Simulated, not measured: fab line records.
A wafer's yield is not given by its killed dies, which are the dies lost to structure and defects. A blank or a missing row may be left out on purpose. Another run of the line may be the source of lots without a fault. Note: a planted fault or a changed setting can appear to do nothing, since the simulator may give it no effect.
Tool commonality check -- flow gf180mcu -- Sampled: 11 lots, 33 wafers

== REASON IT WAS OPENED ==
GF_V2_RS_MEAS_24, reading V2_W_RS: flagged on 2 of 11 lots. Fault-free wafers read 0.328 ohm/sq, with a standard deviation of 0.0045.
Rule: a lot is flagged in two cases, either no wafer of it has a number, or all its wafers with numbers fall more than 4 standard deviations from that mean. The rest of the lots are taken to be sound.

lot,measured,on,"V2_W_RS (ohm/sq), wafer by wafer",flag
L125,day 20 17:20,film_metro-04,0.324 0.324 0.331,
L127,day 21 04:44,film_metro-02,0.332 0.332 0.332,
L126,day 21 10:49,film_metro-02,0.319 0.325 0.326,
L133,day 22 22:59,film_metro-04,0.833 0.840 0.827,FLAGGED
L132,day 23 00:18,film_metro-01,0.849 0.834 0.838,FLAGGED
L135,day 24 04:34,film_metro-04,0.328 0.328 0.330,
L144,day 26 21:55,film_metro-04,0.332 0.333 0.336,
L145,day 27 05:35,film_metro-02,0.334 0.324 0.323,
L146,day 27 07:08,film_metro-04,0.325 0.327 0.326,
L147,day 27 16:02,film_metro-01,0.322 0.332 0.320,
L148,day 27 20:52,film_metro-01,0.327 0.328 0.329,
On average the flagged lots read 0.837 ohm/sq, which is +0.509 ohm/sq against the usual, or +99 or more standard deviations.

== EACH LOT AND THE TOOL IT RAN ON ==
The record holds 2 process steps before the reading, out of a route of 602 steps. In each cell: the tool, then ch and the chambers that the sampled wafers went through, then the start.
lot,flag,GF_V2_STRIP_18,GF_V2_CVD_23
L125,,"plasma_asher-03 ch 0,1, day 20 16:15","cvd_w-02 ch 0,1, day 20 17:13"
L127,,"plasma_asher-04 ch 0,1, day 21 03:58","cvd_w-01 ch 0,1, day 21 04:37"
L126,,"plasma_asher-03 ch 0,1, day 21 09:34","cvd_w-02 ch 1, day 21 10:36"
L133,FLAGGED,"plasma_asher-03 ch 0,1, day 22 22:14","cvd_w-01 ch 0,1, day 22 22:52"
L132,FLAGGED,"plasma_asher-03 ch 0,1, day 22 23:32","cvd_w-01 ch 0,1, day 23 00:11"
L135,,"plasma_asher-04 ch 0, day 24 03:43","cvd_w-02 ch 0,1, day 24 04:26"
L144,,"plasma_asher-03 ch 0,1, day 26 21:10","cvd_w-01 ch 0,1, day 26 21:49"
L145,,"plasma_asher-03 ch 0,1, day 27 04:49","cvd_w-02 ch 0,1, day 27 05:26"
L146,,"plasma_asher-03 ch 0,1, day 27 06:22","cvd_w-01 ch 0, day 27 07:01"
L147,,"plasma_asher-03 ch 0,1, day 27 15:17","cvd_w-02 ch 0,1, day 27 15:56"
L148,,"plasma_asher-03 ch 0,1, day 27 20:07","cvd_w-01 ch 0,1, day 27 20:44"
What is done by these steps:
- GF_V2_STRIP_18: strips in O2/N2.
- GF_V2_CVD_23: deposits W, target thk 350 nm, time 104.94 s.
- GF_V2_RS_MEAS_24: measures by four-point-probe.

== FLAGGED OVER TOTAL, TOOL BY TOOL (the gauges that took the reading come last) ==
step,tool,lots run,flagged,share of the flagged lots,sound lots run after its first flagged lot
GF_V2_STRIP_18,plasma_asher-03,9,2,all,"5 (L144,L145,L146,L147,L148)"
GF_V2_STRIP_18,plasma_asher-04,2,0,none,-
GF_V2_CVD_23,cvd_w-01,6,2,all,"3 (L144,L146,L148)"
GF_V2_CVD_23,cvd_w-02,5,0,none,-
GF_V2_RS_MEAS_24,film_metro-01,3,1,some,"2 (L147,L148)"
GF_V2_RS_MEAS_24,film_metro-02,3,0,none,-
GF_V2_RS_MEAS_24,film_metro-04,5,1,some,"3 (L135,L144,L146)"

== WHAT THE TABLE ALLOWS ==
Table rows that saw every flagged lot: 2, namely plasma_asher-03 at GF_V2_STRIP_18 and cvd_w-01 at GF_V2_CVD_23.
- plasma_asher-03 at GF_V2_STRIP_18 ran 9 lots, 2 of them flagged. Sound lots ran on it after the first flagged one (L144, L145, L146, L147, L148), which a lasting fault on the whole tool wouldn't allow.
- cvd_w-01 at GF_V2_CVD_23 ran 6 lots, 2 of them flagged. Sound lots ran on it after the first flagged one (L144, L146, L148), which a lasting fault on the whole tool wouldn't allow.
No row of the table ran every flagged lot and no sound lot after the first.

== WHAT THE SIMULATOR HAD PUT IN ==
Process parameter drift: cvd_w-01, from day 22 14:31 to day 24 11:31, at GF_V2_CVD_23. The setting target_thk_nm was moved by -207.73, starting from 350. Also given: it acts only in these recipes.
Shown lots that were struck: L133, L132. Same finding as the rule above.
